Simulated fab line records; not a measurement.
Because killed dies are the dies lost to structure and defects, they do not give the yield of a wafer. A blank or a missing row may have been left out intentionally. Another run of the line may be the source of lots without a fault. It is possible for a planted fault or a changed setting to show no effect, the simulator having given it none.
Chamber matching	flow sky130	cmp-02 running SKY_VIA3_CMP_02: 4 sister chambers
The step polishes SiO2. 8 wafers are shown with their chamber, then 7 later ones without.

== EACH WAFER AND ITS CHAMBER ==
wafer	chamber	motor_current_A (A)
L277.6	0	13.4
L280.2	2	16.6
L282.4	3	13.2
L282.6	3	12.9
L293.2	0	13.4
L293.5	1	10.7
L295.1	1	11.2
L295.5	2	15.4

== WAFERS WITH NO CHAMBER GIVEN ==
wafer	motor_current_A (A)
L295.6	12.9
L297.3	16.1
L297.4	11.1
L297.5	15.3
L299.2	13.8
L299.5	13.8
L299.6	10.7

== WHICH CHAMBER EACH ONE RAN IN ==
wafer	from the rows above	in truth
L295.6	can't be placed: 3 or 0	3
L297.3	2	2
L297.4	1	1
L297.5	2	2
L299.2	can't be placed: 0 or 3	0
L299.5	can't be placed: 0 or 3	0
L299.6	1	1
Placed correctly: 4 of 7. These rows do not allow placing 3 (true chamber among the candidates in 3). Placed wrongly: 0.
How it was worked out, from the rows above alone: a wafer's distance from a chamber is the root of the sum, over the readings, of the square of ((its reading less the chamber's mean) divided by the reading's scatter). The wafer belongs to the nearest chamber; if the next one is less than 2 further off, it can't be placed. For every chamber, the mean is computed from those of its wafers that are shown. How the scatter is found: for the shown wafers, subtract from each reading the mean of its chamber, square and add these, divide the total by (wafers less chambers), then take the root.
